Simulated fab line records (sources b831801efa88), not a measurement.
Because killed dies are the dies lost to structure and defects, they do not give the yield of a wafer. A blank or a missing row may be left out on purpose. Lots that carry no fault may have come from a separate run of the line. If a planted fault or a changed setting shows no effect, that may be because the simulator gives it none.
Which tool is to blame? || flow gf180mcu || Sampling: 13 lots, 38 wafers, 4 of 602 route steps

== WHAT THE GAUGES SHOWED, per wafer ==
GF_HV_LDD_TW_MEAS_38.
{"lot": "L259", "measured": "day 11 13:02", "on": "film_metro-03", "HV_LDD_3_TW": "1451 1448 1447"}
{"lot": "L261", "measured": "day 12 15:19", "on": "film_metro-01", "HV_LDD_3_TW": "1445 1445 1433"}
{"lot": "L262", "measured": "day 13 00:01", "on": "film_metro-04", "HV_LDD_3_TW": "1441 1450 1448"}
{"lot": "L264", "measured": "day 13 05:46", "on": "film_metro-01", "HV_LDD_3_TW": "1431 1435 1433"}
{"lot": "L265", "measured": "day 13 11:20", "on": "film_metro-03", "HV_LDD_3_TW": "1448 1448 1442"}
{"lot": "L268", "measured": "day 14 19:10", "on": "film_metro-03", "HV_LDD_3_TW": "1456 1450 1456"}
{"lot": "L269", "measured": "day 14 23:14", "on": "film_metro-03", "HV_LDD_3_TW": "1448 1455 1457"}
{"lot": "L270", "measured": "day 15 02:16", "on": "film_metro-03", "HV_LDD_3_TW": "1455 1454 1451"}
{"lot": "L271", "measured": "day 15 07:22", "on": "film_metro-01", "HV_LDD_3_TW": "1423 1436 1429"}
{"lot": "L273", "measured": "day 16 02:37", "on": "film_metro-01", "HV_LDD_3_TW": "1449 1440"}
{"lot": "L279", "measured": "day 18 04:52", "on": "film_metro-04", "HV_LDD_3_TW": "1455 1450 1455"}
{"lot": "L280", "measured": "day 18 10:43", "on": "film_metro-01", "HV_LDD_3_TW": "1443 1434 1439"}
{"lot": "L282", "measured": "day 19 08:31", "on": "film_metro-04", "HV_LDD_3_TW": "1451 1451 1441"}

GF_HV_LDD_TW_MEAS_50.
{"lot": "L259", "measured": "day 12 08:45", "on": "film_metro-03", "HV_LDD_4_TW": "573 570 570"}
{"lot": "L261", "measured": "day 13 11:49", "on": "film_metro-01", "HV_LDD_4_TW": "569 569 567"}
{"lot": "L262", "measured": "day 13 20:55", "on": "film_metro-03", "HV_LDD_4_TW": "571 572 572"}
{"lot": "L264", "measured": "day 14 02:13", "on": "film_metro-04", "HV_LDD_4_TW": "575 574 572"}
{"lot": "L265", "measured": "day 14 07:07", "on": "film_metro-03", "HV_LDD_4_TW": "578 575 574"}
{"lot": "L268", "measured": "day 15 16:52", "on": "film_metro-03", "HV_LDD_4_TW": "572 577 575"}
{"lot": "L269", "measured": "day 15 20:35", "on": "film_metro-01", "HV_LDD_4_TW": "567 567 569"}
{"lot": "L270", "measured": "day 16 00:19", "on": "film_metro-01", "HV_LDD_4_TW": "537 540 571"}
{"lot": "L271", "measured": "day 16 04:10", "on": "film_metro-01", "HV_LDD_4_TW": "539 570 568"}
{"lot": "L273", "measured": "day 17 01:19", "on": "film_metro-04", "HV_LDD_4_TW": "542 574"}
{"lot": "L279", "measured": "day 19 05:13", "on": "film_metro-04", "HV_LDD_4_TW": "570 572 573"}
{"lot": "L280", "measured": "day 19 11:16", "on": "film_metro-03", "HV_LDD_4_TW": "573 569 573"}
{"lot": "L282", "measured": "day 20 09:25", "on": "film_metro-04", "HV_LDD_4_TW": "577 577 577"}

== WHICH TOOL RAN EACH LOT (tool, then ch and the chambers of the sampled wafers, then the start) ==
{"lot": "L259", "GF_HV_LDD_STRIP_22": "plasma_asher-01 ch 0,1, day 10 17:36", "GF_HV_LDD_IMPLANT_48": "implanter-02 ch 0, day 12 08:33"}
{"lot": "L261", "GF_HV_LDD_STRIP_22": "plasma_asher-01 ch 0,1, day 11 20:19", "GF_HV_LDD_IMPLANT_48": "implanter-04 ch 0, day 13 11:34"}
{"lot": "L262", "GF_HV_LDD_STRIP_22": "plasma_asher-03 ch 0,1, day 12 03:28", "GF_HV_LDD_IMPLANT_48": "implanter-02 ch 0, day 13 20:40"}
{"lot": "L264", "GF_HV_LDD_STRIP_22": "plasma_asher-01 ch 0,1, day 12 09:52", "GF_HV_LDD_IMPLANT_48": "implanter-04 ch 0, day 14 01:59"}
{"lot": "L265", "GF_HV_LDD_STRIP_22": "plasma_asher-01 ch 0,1, day 12 14:43", "GF_HV_LDD_IMPLANT_48": "implanter-02 ch 0, day 14 06:52"}
{"lot": "L268", "GF_HV_LDD_STRIP_22": "plasma_asher-02 ch 0,1, day 13 22:46", "GF_HV_LDD_IMPLANT_48": "implanter-02 ch 0, day 15 16:37"}
{"lot": "L269", "GF_HV_LDD_STRIP_22": "plasma_asher-03 ch 0,1, day 14 01:33", "GF_HV_LDD_IMPLANT_48": "implanter-02 ch 0, day 15 20:22"}
{"lot": "L270", "GF_HV_LDD_STRIP_22": "plasma_asher-03 ch 0,1, day 14 04:46", "GF_HV_LDD_IMPLANT_48": "implanter-02 ch 0, day 16 00:04"}
{"lot": "L271", "GF_HV_LDD_STRIP_22": "plasma_asher-01 ch 0,1, day 14 09:31", "GF_HV_LDD_IMPLANT_48": "implanter-02 ch 0, day 16 03:55"}
{"lot": "L273", "GF_HV_LDD_STRIP_22": "plasma_asher-02 ch 1, day 15 04:31", "GF_HV_LDD_IMPLANT_48": "implanter-02 ch 0, day 17 01:04"}
{"lot": "L279", "GF_HV_LDD_STRIP_22": "plasma_asher-03 ch 0,1, day 17 04:58", "GF_HV_LDD_IMPLANT_48": "implanter-01 ch 0, day 19 04:59"}
{"lot": "L280", "GF_HV_LDD_STRIP_22": "plasma_asher-02 ch 0,1, day 17 10:49", "GF_HV_LDD_IMPLANT_48": "implanter-01 ch 0, day 19 11:02"}
{"lot": "L282", "GF_HV_LDD_STRIP_22": "plasma_asher-01 ch 0,1, day 18 07:25", "GF_HV_LDD_IMPLANT_48": "implanter-02 ch 0, day 20 09:10"}
- GF_HV_LDD_STRIP_22: strips in O2/N2.
- GF_HV_LDD_IMPLANT_48

== WHAT THE TOOLS THEMSELVES READ (means of the sampled wafers that have a number; where no wafer has one, the mark that the record gives instead) ==
GF_HV_LDD_STRIP_22.
{"lot": "L259", "tool": "plasma_asher-01", "chamber_pressure_mTorr (mTorr)": 1500.9, "drypump_motor_current_A (A)": 6.3, "heater_power_w (W)": 320, "oes_product_au (a.u.)": 0.716, "strip_time_to_endpoint_s (s)": 12.64}
{"lot": "L261", "tool": "plasma_asher-01", "chamber_pressure_mTorr (mTorr)": 1500.1, "drypump_motor_current_A (A)": 6.3, "heater_power_w (W)": 315, "oes_product_au (a.u.)": 0.717, "strip_time_to_endpoint_s (s)": 12.60}
{"lot": "L262", "tool": "plasma_asher-03", "chamber_pressure_mTorr (mTorr)": 1499.0, "drypump_motor_current_A (A)": 5.7, "heater_power_w (W)": 337, "oes_product_au (a.u.)": 0.716, "strip_time_to_endpoint_s (s)": 12.63}
{"lot": "L264", "tool": "plasma_asher-01", "chamber_pressure_mTorr (mTorr)": 1500.7, "drypump_motor_current_A (A)": 6.2, "heater_power_w (W)": 310, "oes_product_au (a.u.)": 0.714, "strip_time_to_endpoint_s (s)": 12.67}
{"lot": "L265", "tool": "plasma_asher-01", "chamber_pressure_mTorr (mTorr)": 1499.6, "drypump_motor_current_A (A)": 6.3, "heater_power_w (W)": 320, "oes_product_au (a.u.)": 0.713, "strip_time_to_endpoint_s (s)": 12.65}
{"lot": "L268", "tool": "plasma_asher-02", "chamber_pressure_mTorr (mTorr)": 1500.4, "drypump_motor_current_A (A)": 6.1, "heater_power_w (W)": 398, "oes_product_au (a.u.)": 0.716, "strip_time_to_endpoint_s (s)": 12.58}
{"lot": "L269", "tool": "plasma_asher-03", "chamber_pressure_mTorr (mTorr)": 1499.1, "drypump_motor_current_A (A)": 5.7, "heater_power_w (W)": 333, "oes_product_au (a.u.)": 0.712, "strip_time_to_endpoint_s (s)": 12.62}
{"lot": "L270", "tool": "plasma_asher-03", "chamber_pressure_mTorr (mTorr)": 1499.4, "drypump_motor_current_A (A)": 5.5, "heater_power_w (W)": 318, "oes_product_au (a.u.)": 0.718, "strip_time_to_endpoint_s (s)": 12.66}
{"lot": "L271", "tool": "plasma_asher-01", "chamber_pressure_mTorr (mTorr)": 1500.6, "drypump_motor_current_A (A)": 6.2, "heater_power_w (W)": 314, "oes_product_au (a.u.)": 0.722, "strip_time_to_endpoint_s (s)": 12.60}
{"lot": "L273", "tool": "plasma_asher-02", "chamber_pressure_mTorr (mTorr)": 1499.8, "drypump_motor_current_A (A)": 5.4, "heater_power_w (W)": 368, "oes_product_au (a.u.)": 0.718, "strip_time_to_endpoint_s (s)": 12.62}
{"lot": "L279", "tool": "plasma_asher-03", "chamber_pressure_mTorr (mTorr)": 1500.2, "drypump_motor_current_A (A)": 5.5, "heater_power_w (W)": 320, "oes_product_au (a.u.)": 0.717, "strip_time_to_endpoint_s (s)": 12.64}
{"lot": "L280", "tool": "plasma_asher-02", "chamber_pressure_mTorr (mTorr)": 1500.2, "drypump_motor_current_A (A)": 5.7, "heater_power_w (W)": 379, "oes_product_au (a.u.)": 0.714, "strip_time_to_endpoint_s (s)": 12.65}
{"lot": "L282", "tool": "plasma_asher-01", "chamber_pressure_mTorr (mTorr)": 1500.8, "drypump_motor_current_A (A)": 6.3, "heater_power_w (W)": 324, "oes_product_au (a.u.)": 0.719, "strip_time_to_endpoint_s (s)": 12.66}

GF_HV_LDD_IMPLANT_48.
{"lot": "L259", "tool": "implanter-02", "beam_on_s (s)": 10.03, "faraday_current_uA": 169}
{"lot": "L261", "tool": "implanter-04", "beam_on_s (s)": 10.02, "faraday_current_uA": 169}
{"lot": "L262", "tool": "implanter-02", "beam_on_s (s)": 9.94, "faraday_current_uA": 170}
{"lot": "L264", "tool": "implanter-04", "beam_on_s (s)": 10.09, "faraday_current_uA": 168}
{"lot": "L265", "tool": "implanter-02", "beam_on_s (s)": 10.00, "faraday_current_uA": 169}
{"lot": "L268", "tool": "implanter-02", "beam_on_s (s)": 9.90, "faraday_current_uA": 171}
{"lot": "L269", "tool": "implanter-02", "beam_on_s (s)": 9.88, "faraday_current_uA": 172}
{"lot": "L270", "tool": "implanter-02", "beam_on_s (s)": 8.79, "faraday_current_uA": 194}
{"lot": "L271", "tool": "implanter-02", "beam_on_s (s)": 9.43, "faraday_current_uA": 180}
{"lot": "L273", "tool": "implanter-02", "beam_on_s (s)": 8.99, "faraday_current_uA": 190}
{"lot": "L279", "tool": "implanter-01", "beam_on_s (s)": 9.99, "faraday_current_uA": 170}
{"lot": "L280", "tool": "implanter-01", "beam_on_s (s)": 9.82, "faraday_current_uA": 172}
{"lot": "L282", "tool": "implanter-02", "beam_on_s (s)": 9.93, "faraday_current_uA": 170}

== THE ANSWER, worked out from the rows above alone ==
Rule: usual is defined by the lots themselves. The widest of any qualifying gaps counts: lots, ordered by their means at a reading, are off when they make up no more than a third of the lots, leave a main group of 4 or more, and stand apart from it by 3 or more times the standard deviation of that group's means. A main group whose means are all the same, to the digits that the tables above print for the reading, isn't used. A lot without any number at a reading at which 4 lots or more have one is off too. All remaining lots with rows at the step are treated as sound. First the gauges in route order, then the tools' own readings, where a lot's mean is used as printed above. At the first step where some lot is off, the reading lying furthest off is the one used; lots without a number count as furthest.
Off: at GF_HV_LDD_TW_MEAS_50 (HV_LDD_4_TW), L270, L271, L273. The main group has a mean of 572 with a standard deviation of 2.8.
A tool fits if, at a process step before that reading, it ran every lot that is off, and no sound lot after the first of them. Not tried: the gauges at GF_HV_LDD_TW_MEAS_50; whatever is off there is also off at GF_HV_LDD_IMPLANT_48, on other tools, and gauge error can't account for it. None of those tried fits.

== WHAT THE SIMULATOR HAD PUT IN ==
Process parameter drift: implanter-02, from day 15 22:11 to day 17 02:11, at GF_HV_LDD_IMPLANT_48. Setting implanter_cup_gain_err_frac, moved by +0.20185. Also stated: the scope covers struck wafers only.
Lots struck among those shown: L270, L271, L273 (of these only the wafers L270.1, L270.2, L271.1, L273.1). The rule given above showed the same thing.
